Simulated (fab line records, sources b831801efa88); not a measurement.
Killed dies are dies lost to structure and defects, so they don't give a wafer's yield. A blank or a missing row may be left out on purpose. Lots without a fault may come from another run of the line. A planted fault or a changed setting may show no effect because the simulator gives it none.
Chamber matching | flow sky130 | SKY_VIA2_CMP_24 on cmp-02: 4 sister chambers
The step polishes, stops on SiO2, t overpolish 20 s, target thk 0 nm. 4 wafers are shown with their chamber, then 8 later ones without.

WAFERS WITH THEIR CHAMBER
wafer  | chamber | motor_current_A (A)
L999.2 | 1       | 9.6
L100.3 | 3       | 12.5
L101.3 | 2       | 14.1
L103.3 | 0       | 10.9

WAFERS WITHOUT THEIR CHAMBER
wafer  | motor_current_A (A)
L103.4 | 14.8
L103.5 | 13.1
L115.1 | 10.7
L115.2 | 12.4
L115.4 | 9.1
L120.2 | 14.4
L120.3 | 9.5
L120.4 | 10.8

WHICH CHAMBER EACH WENT THROUGH
wafer  | from the rows above     | in truth
L103.4 | 2                       | 2
L103.5 | can't be placed: 3 or 2 | 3
L115.1 | 0                       | 0
L115.2 | 3                       | 3
L115.4 | 1                       | 1
L120.2 | 2                       | 2
L120.3 | 1                       | 1
L120.4 | 0                       | 0
Placed correctly: 7 of 8. Can't be placed from these rows: 1 (the true chamber is among the candidates in 1). Placed wrongly: 0.
How it was worked out, from the rows above alone: a wafer's distance from a chamber is the root of the sum, over the readings, of the square of ((its reading less the chamber's mean) divided by the reading's scatter). The wafer belongs to the nearest chamber; if the next one is less than 2 further off, it can't be placed. A chamber's mean is the mean of its shown wafers. The scatter: with one shown wafer a chamber, the root of the mean of the squares of how far each hidden wafer lies from its nearest shown one.
